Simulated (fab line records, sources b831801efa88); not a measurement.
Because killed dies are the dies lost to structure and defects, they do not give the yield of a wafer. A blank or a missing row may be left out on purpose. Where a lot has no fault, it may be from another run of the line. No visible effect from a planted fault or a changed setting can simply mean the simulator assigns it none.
Which tool is to blame? | flow gf180mcu | 21 wafers from 7 lots sampled at 2 of the route's 602 steps

## WHAT EACH GAUGE READ, for each wafer
GF_VT_IMPLANT_RS_MEAS_47: measures by four-point-probe.
lot  | measured     | on           | NWELL_RS (ohm/sq)
L827 | day 7 21:55  | filmMetro-04 | 486.8 486.9 487.6
L830 | day 9 01:59  | filmMetro-03 | 487.5 487.2 486.7
L833 | day 10 00:39 | filmMetro-04 | 486.5 487.1 486.9
L835 | day 10 04:52 | filmMetro-04 | 488.0 486.8 487.3
L838 | day 11 02:13 | filmMetro-04 | 489.1 487.3 488.5
L842 | day 12 01:16 | filmMetro-03 | - - -
L849 | day 13 14:17 | filmMetro-03 | 486.5 485.9 486.6

## WHAT TOOL EACH LOT RAN ON (gives the tool, then ch and the chambers of the sampled wafers, and finally the start)
lot  | GF_NWELL_IMPLANT_09
L827 | implanter-04 ch 0, day 3 14:30
L830 | implanter-04 ch 0, day 4 13:28
L833 | implanter-04 ch 0, day 5 07:25
L835 | implanter-04 ch 0, day 5 11:36
L838 | implanter-04 ch 0, day 6 04:02
L842 | implanter-02, day 6 22:34
L849 | implanter-02 ch 0, day 8 14:06
- GF_NWELL_IMPLANT_09

## THE ANSWER, worked out from the rows above alone
Rule: the usual values come from the lots themselves. The widest of any qualifying gaps counts: lots, ordered by their means at a reading, are off when they make up no more than a third of the lots, leave a main group of 4 or more, and stand apart from it by 3 or more times the standard deviation of that group's means. A main group whose means are all the same, to the digits that the tables above print for the reading, isn't used. A lot without any number at a reading at which 4 lots or more have one is off too. Where the step has rows for the other lots, those lots are counted as sound.
Off: L842, seen at GF_VT_IMPLANT_RS_MEAS_47 (NWELL_RS). Without a number there: L842. Mean 487.2 ohm/sq and standard deviation 0.6 in the main group.
A tool fits if, at a process step before that reading, it ran every lot that is off, and no sound lot after the first of them. Those tools and the gauges at GF_VT_IMPLANT_RS_MEAS_47 are tried in the same way. Not one of the candidates tried fits.

## WHAT WAS PUT IN BY THE SIMULATOR
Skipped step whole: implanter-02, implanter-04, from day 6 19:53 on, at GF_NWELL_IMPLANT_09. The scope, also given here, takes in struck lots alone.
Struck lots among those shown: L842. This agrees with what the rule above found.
